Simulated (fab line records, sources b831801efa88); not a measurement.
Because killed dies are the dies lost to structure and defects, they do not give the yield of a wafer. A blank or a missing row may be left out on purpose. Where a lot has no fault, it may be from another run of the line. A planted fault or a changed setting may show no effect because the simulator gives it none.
What tool caused it? + flow sky130 + 21 wafers from 7 lots sampled at 2 of the route's 708 steps

## WHAT THE GAUGES READ, wafer by wafer
SKY_METAL5_RS_MEAS_05: a four-point-probe measurement.
| lot  | measured     | on           | METAL5_ALCU_RS (ohm/sq) |
|------|--------------|--------------|-------------------------|
| L120 | day 42 14:29 | filmMetro-01 | 0.02693 0.02679 0.02701 |
| L123 | day 43 14:03 | filmMetro-01 | 0.02663 0.0272 0.02671  |
| L126 | day 44 13:32 | filmMetro-04 | 0.02724 0.02705 0.0269  |
| L129 | day 45 16:01 | filmMetro-03 | 0.02666 0.02653 0.02646 |
| L134 | day 46 16:31 | filmMetro-04 | 0.02739 0.02738 0.02715 |
| L138 | day 48 22:59 | filmMetro-04 | 0.02716 0.02733 0.0271  |
| L139 | day 49 00:40 | filmMetro-01 | 0.02683 0.02641 0.02675 |

## TOOL THAT RAN EACH LOT (tool first, then ch and the chambers of the sampled wafers, then the start)
| lot  | SKY_METAL5_SPUTTER_04       |
|------|-----------------------------|
| L120 | pvdSputter-02, day 42 14:23 |
| L123 | pvdSputter-01, day 43 14:00 |
| L126 | pvdSputter-02, day 44 13:28 |
| L129 | pvdSputter-02, day 45 15:59 |
| L134 | pvdSputter-01, day 46 16:28 |
| L138 | pvdSputter-02, day 48 22:53 |
| L139 | pvdSputter-04, day 49 00:36 |
- SKY_METAL5_SPUTTER_04: material TiN, target thk 70 nm, time 58.3 s.

## THE ANSWER, worked out from the rows above alone
Rule: the lots themselves supply what counts as usual. Put in order of their means at a reading, lots are off if they are a third of the lots or fewer, leave a main group of 4 or more, and stand apart from it by a gap of 3 or more times the standard deviation of the main group's means; of several such gaps the widest counts. A main group whose means are all the same, to the digits that the tables above print for the reading, isn't used. Also off: a lot with no number at a reading for which 4 or more lots have one. The other lots that the step has rows for count as sound.
None of the lots is off at any reading shown; this tells nothing.

## WHAT THE SIMULATOR HAD PUT IN
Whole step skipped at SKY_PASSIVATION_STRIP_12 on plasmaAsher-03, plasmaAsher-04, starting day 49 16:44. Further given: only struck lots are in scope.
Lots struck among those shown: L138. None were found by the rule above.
